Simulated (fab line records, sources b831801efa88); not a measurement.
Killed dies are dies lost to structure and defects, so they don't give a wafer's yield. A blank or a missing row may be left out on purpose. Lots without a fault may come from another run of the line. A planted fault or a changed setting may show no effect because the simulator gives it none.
Problem report in the 8D (eight disciplines) form, filled by code | flow gf180mcu | the parts of the form that need people (team, actions taken, sign-off) are left out

1. THE PROBLEM
M4_OVL at GF_M4_OVL_MEAS_15 reads a mean of 44 nm on 6 wafers of 2 lots; wafers without a fault read -1 nm with a standard deviation of 5. That is +9.0 standard deviations from the usual mean.
First seen on wafer L820.3, day 29 08:53, on overlay-01. The record holds 33 wafers of 11 lots with a number at this step. Rule for "out", or "out of limits": more than 4 standard deviations from the usual mean. The other wafers with a number count as sound.

2. WHAT IT IS AND WHAT IT IS NOT
question                    | is                     | is not
which readings at this step | M4_OVL                 | -
which lots                  | L820, L826             | L804, L805, L810, L811, L816, L817, L819, L821, L823
which wafers of those lots  | all that have a number | -
read on which gauges        | overlay-01, overlay-02 | -
when                        | from day 29 08:53      | up to then (21 sound wafers); but 6 sound wafers of L821, L823 came after

3. SUSPECTS, AND WHAT RULES EACH OUT
Counting: a tool at a process step up to the reading stays a suspect if it ran every lot that is out and no sound lot after the first of them.
- the gauge at GF_M4_OVL_MEAS_15: ruled out. The wafers that are out were read on 2 gauges (overlay-01, overlay-02).
- pvd_sputter-02 at GF_M3_SPUTTER_03 (material Ti, target thk 10 nm, time 6.7 s): ruled out as a lasting fault. Sound lots L821 ran on it after its first lot that is out, L820 (day 26 17:12).
- rie_metal-04 at GF_M3_METAL_ETCH_16 (etches the open film in Cl2/BCl3, stops on SiO2, target depth 750.8 nm, time 125.1 s): ruled out as a lasting fault. Sound lots L823 ran on it after its first lot that is out, L820 (day 27 13:07).
- krf_scanner-01 at GF_M4_EXPOSE_11 (exposes mask Metal4, target cd 280 nm): kept. It ran every lot that is out, first L820 (day 28 23:33), and no sound lot after that; its last sound lot up to then is L819 (day 28 14:49).
Left after counting: krf_scanner-01 at GF_M4_EXPOSE_11.

4. THE CAUSE (what the simulator had put in)
Scanner matching overlay: krf_scanner-01, from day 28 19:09 on, at GF_M4_EXPOSE_11. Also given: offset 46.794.
Counting left only this tool.

5. THE CHAIN OF EFFECTS, in route order
Each row: a reading whose mean over the struck wafers that have a number lies more than 3 standard deviations from the usual. Only readings for which the record gives a usual standard deviation are gone through. hours: the time from each lot's start at the first step in this table that gives one to its start at this step, as a median over the lots. sigmas: the change in usual standard deviations.
hours | step              | reading | usual | on struck wafers | change | sigmas
0     | GF_M4_OVL_MEAS_15 | M4_OVL  | -1 nm | 44               | +45    | +9.0

6. WHAT WOULD HAVE CAUGHT IT SOONER
In this record the first reading out of limits at a measuring or inspecting step was taken at day 29 08:53, 14 hours after the fault began at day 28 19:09.
Of the tool readings at GF_M4_EXPOSE_11 for which the record gives a usual standard deviation, none was out on any struck wafer, so an alarm limit of 4 standard deviations on them would not have fired.
Of the lots that are out (2), L826 began GF_M4_EXPOSE_11 on krf_scanner-01 after day 29 08:53. A hold on the tool at that time would have spared it.
